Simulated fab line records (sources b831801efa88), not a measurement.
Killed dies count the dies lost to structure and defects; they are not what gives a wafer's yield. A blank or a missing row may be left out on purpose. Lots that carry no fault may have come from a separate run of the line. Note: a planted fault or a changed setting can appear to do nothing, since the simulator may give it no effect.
Which of the tools did it? || flow sky130 || 11 lots with 32 wafers sampled at 4 steps, on a route of 708 steps

== WHAT EACH GAUGE READ, for each wafer ==
SKY_VIA2_RS_MEAS_22: uses a four-point probe to measure.
{"lot": "L963", "measured": "day 36 06:29", "on": "film metro-02", "VIA2_W_RS (ohm/sq)": "0.2807 0.2762 0.2747"}
{"lot": "L965", "measured": "day 37 07:34", "on": "film metro-01", "VIA2_W_RS (ohm/sq)": "0.2750 0.2781 0.2786"}
{"lot": "L967", "measured": "day 38 15:41", "on": "film metro-01", "VIA2_W_RS (ohm/sq)": "0.2745 0.2735 0.2741"}
{"lot": "L970", "measured": "day 38 18:07", "on": "film metro-02", "VIA2_W_RS (ohm/sq)": "0.2780 0.2805 0.2790"}
{"lot": "L969", "measured": "day 38 18:31", "on": "film metro-04", "VIA2_W_RS (ohm/sq)": "0.2747 0.2802 0.2796"}
{"lot": "L968", "measured": "day 38 20:25", "on": "film metro-02", "VIA2_W_RS (ohm/sq)": "0.2736 0.2771 0.2783"}
{"lot": "L971", "measured": "day 38 21:26", "on": "film metro-04", "VIA2_W_RS (ohm/sq)": "0.2782 0.2747 0.2777"}
{"lot": "L973", "measured": "day 39 22:02", "on": "film metro-01", "VIA2_W_RS (ohm/sq)": "0.2727 0.2763 0.2764"}
{"lot": "L980", "measured": "day 41 09:21", "on": "film metro-02", "VIA2_W_RS (ohm/sq)": "0.2786 0.2792"}
{"lot": "L984", "measured": "day 42 06:11", "on": "film metro-02", "VIA2_W_RS (ohm/sq)": "0.2744 0.2751 0.2734"}
{"lot": "L985", "measured": "day 42 14:56", "on": "film metro-01", "VIA2_W_RS (ohm/sq)": "0.2737 0.2779 0.2789"}

SKY_METAL3_OVL_MEAS_14.
{"lot": "L963", "measured": "day 38 10:56", "on": "overlay-02", "METAL3_OVL (nm)": "-1 3 -11"}
{"lot": "L965", "measured": "day 39 10:49", "on": "overlay-02", "METAL3_OVL (nm)": "4 15 14"}
{"lot": "L967", "measured": "day 40 18:29", "on": "overlay-01", "METAL3_OVL (nm)": "5 -4 -1"}
{"lot": "L970", "measured": "day 40 19:47", "on": "overlay-02", "METAL3_OVL (nm)": "10 2 9"}
{"lot": "L969", "measured": "day 40 20:52", "on": "overlay-01", "METAL3_OVL (nm)": "-3 -1 5"}
{"lot": "L968", "measured": "day 40 23:06", "on": "overlay-01", "METAL3_OVL (nm)": "6 -7 -8"}
{"lot": "L971", "measured": "day 40 23:55", "on": "overlay-01", "METAL3_OVL (nm)": "1 0 5"}
{"lot": "L973", "measured": "day 42 00:26", "on": "overlay-01", "METAL3_OVL (nm)": "11 5 10"}
{"lot": "L980", "measured": "day 43 08:38", "on": "overlay-02", "METAL3_OVL (nm)": "-1 8"}
{"lot": "L984", "measured": "day 44 04:37", "on": "overlay-01", "METAL3_OVL (nm)": "0 -6 11"}
{"lot": "L985", "measured": "day 44 14:45", "on": "overlay-02", "METAL3_OVL (nm)": "5 5 3"}

== TOOL THAT RAN EACH LOT (tool first, then ch and the chambers of the sampled wafers, then the start) ==
{"lot": "L963", "SKY_CAPM_COAT_07": "litho track-03 ch 0, day 36 19:20", "SKY_CAPM_STRIP_14": "plasma asher-04 ch 0,1, day 37 09:06"}
{"lot": "L965", "SKY_CAPM_COAT_07": "litho track-03 ch 0, day 37 20:05", "SKY_CAPM_STRIP_14": "plasma asher-04 ch 0,1, day 38 09:18"}
{"lot": "L967", "SKY_CAPM_COAT_07": "litho track-03 ch 0, day 39 04:41", "SKY_CAPM_STRIP_14": "plasma asher-01 ch 0,1, day 39 17:31"}
{"lot": "L970", "SKY_CAPM_COAT_07": "litho track-01 ch 0, day 39 07:35", "SKY_CAPM_STRIP_14": "plasma asher-01 ch 0,1, day 39 19:18"}
{"lot": "L969", "SKY_CAPM_COAT_07": "litho track-01 ch 0, day 39 08:11", "SKY_CAPM_STRIP_14": "plasma asher-04 ch 0,1, day 39 19:56"}
{"lot": "L968", "SKY_CAPM_COAT_07": "litho track-01 ch 0, day 39 10:34", "SKY_CAPM_STRIP_14": "plasma asher-01 ch 0,1, day 39 22:16"}
{"lot": "L971", "SKY_CAPM_COAT_07": "litho track-01 ch 0, day 39 11:26", "SKY_CAPM_STRIP_14": "plasma asher-03 ch 0,1, day 39 22:50"}
{"lot": "L973", "SKY_CAPM_COAT_07": "litho track-01 ch 0, day 40 11:29", "SKY_CAPM_STRIP_14": "plasma asher-03 ch 0,1, day 40 23:15"}
{"lot": "L980", "SKY_CAPM_COAT_07": "litho track-01 ch 0, day 41 21:47", "SKY_CAPM_STRIP_14": "plasma asher-04 ch 0,1, day 42 09:18"}
{"lot": "L984", "SKY_CAPM_COAT_07": "litho track-01 ch 0, day 42 18:38", "SKY_CAPM_STRIP_14": "plasma asher-04 ch 0,1, day 43 05:30"}
{"lot": "L985", "SKY_CAPM_COAT_07": "litho track-02 ch 0, day 43 02:37", "SKY_CAPM_STRIP_14": "plasma asher-01 ch 0,1, day 43 15:03"}
- SKY_CAPM_COAT_07: resist thk 1140 nm.
- SKY_CAPM_STRIP_14: strips in O2/N2.

== AS READ BY THE TOOLS THEMSELVES (means over the sampled wafers that have a number; for cases with no such wafer, the mark the record gives instead) ==
SKY_CAPM_COAT_07.
{"lot": "L963", "tool": "litho track-03", "dispense pressure kPa (kPa)": 49.7}
{"lot": "L965", "tool": "litho track-03", "dispense pressure kPa (kPa)": 49.8}
{"lot": "L967", "tool": "litho track-03", "dispense pressure kPa (kPa)": 49.8}
{"lot": "L970", "tool": "litho track-01", "dispense pressure kPa (kPa)": 53.5}
{"lot": "L969", "tool": "litho track-01", "dispense pressure kPa (kPa)": 53.5}
{"lot": "L968", "tool": "litho track-01", "dispense pressure kPa (kPa)": 53.5}
{"lot": "L971", "tool": "litho track-01", "dispense pressure kPa (kPa)": 53.5}
{"lot": "L973", "tool": "litho track-01", "dispense pressure kPa (kPa)": 53.5}
{"lot": "L980", "tool": "litho track-01", "dispense pressure kPa (kPa)": 53.5}
{"lot": "L984", "tool": "litho track-01", "dispense pressure kPa (kPa)": 53.6}
{"lot": "L985", "tool": "litho track-02", "dispense pressure kPa (kPa)": 47.0}

SKY_CAPM_STRIP_14.
{"lot": "L963", "tool": "plasma asher-04", "drypump motor current A (A)": 6.0, "oes product au (a.u.)": 0.713, "strip time to endpoint s (s)": 12.67}
{"lot": "L965", "tool": "plasma asher-04", "drypump motor current A (A)": 5.8, "oes product au (a.u.)": 0.707, "strip time to endpoint s (s)": 12.64}
{"lot": "L967", "tool": "plasma asher-01", "drypump motor current A (A)": 5.4, "oes product au (a.u.)": 0.711, "strip time to endpoint s (s)": 12.61}
{"lot": "L970", "tool": "plasma asher-01", "drypump motor current A (A)": 5.3, "oes product au (a.u.)": 0.711, "strip time to endpoint s (s)": 12.59}
{"lot": "L969", "tool": "plasma asher-04", "drypump motor current A (A)": 5.8, "oes product au (a.u.)": 0.715, "strip time to endpoint s (s)": 12.62}
{"lot": "L968", "tool": "plasma asher-01", "drypump motor current A (A)": 5.2, "oes product au (a.u.)": 0.710, "strip time to endpoint s (s)": 12.65}
{"lot": "L971", "tool": "plasma asher-03", "drypump motor current A (A)": 5.1, "oes product au (a.u.)": 0.706, "strip time to endpoint s (s)": 12.67}
{"lot": "L973", "tool": "plasma asher-03", "drypump motor current A (A)": 5.3, "oes product au (a.u.)": 0.706, "strip time to endpoint s (s)": 12.65}
{"lot": "L980", "tool": "plasma asher-04", "drypump motor current A (A)": 5.9, "oes product au (a.u.)": 0.701, "strip time to endpoint s (s)": 11.93}
{"lot": "L984", "tool": "plasma asher-04", "drypump motor current A (A)": 5.9, "oes product au (a.u.)": 0.698, "strip time to endpoint s (s)": 11.70}
{"lot": "L985", "tool": "plasma asher-01", "drypump motor current A (A)": 5.2, "oes product au (a.u.)": 0.713, "strip time to endpoint s (s)": 12.73}

== THE ANSWER, worked out from the rows above alone ==
Rule: usual is defined by the lots themselves. Put in order of their means at a reading, lots are off if they are a third of the lots or fewer, leave a main group of 4 or more, and stand apart from it by a gap of 3 or more times the standard deviation of the main group's means; of several such gaps the widest counts. If all means in a main group match to the digits the tables above print for the reading, that group is not used. A lot without any number at a reading at which 4 lots or more have one is off too. Where the step has rows for the other lots, those lots are counted as sound. Order of review: gauges by route order, followed by the tools' own readings, for which a lot's mean as printed above is used. The first step at which some lot is off is used, and at that step the reading that is off furthest; a lot without a number counts as furthest.
Off: L980, L984, at SKY_CAPM_STRIP_14 (strip time to endpoint s). The main group: mean 12.65 s, standard deviation 0.039.
A tool fits if, at that step or a process step before it, it ran every lot that is off, and no sound lot after the first of them. 2 tools fit, litho track-01 at SKY_CAPM_COAT_07 and plasma asher-04 at SKY_CAPM_STRIP_14, so this cannot tell which one it is.

== WHAT HAD BEEN PUT IN BY THE SIMULATOR ==
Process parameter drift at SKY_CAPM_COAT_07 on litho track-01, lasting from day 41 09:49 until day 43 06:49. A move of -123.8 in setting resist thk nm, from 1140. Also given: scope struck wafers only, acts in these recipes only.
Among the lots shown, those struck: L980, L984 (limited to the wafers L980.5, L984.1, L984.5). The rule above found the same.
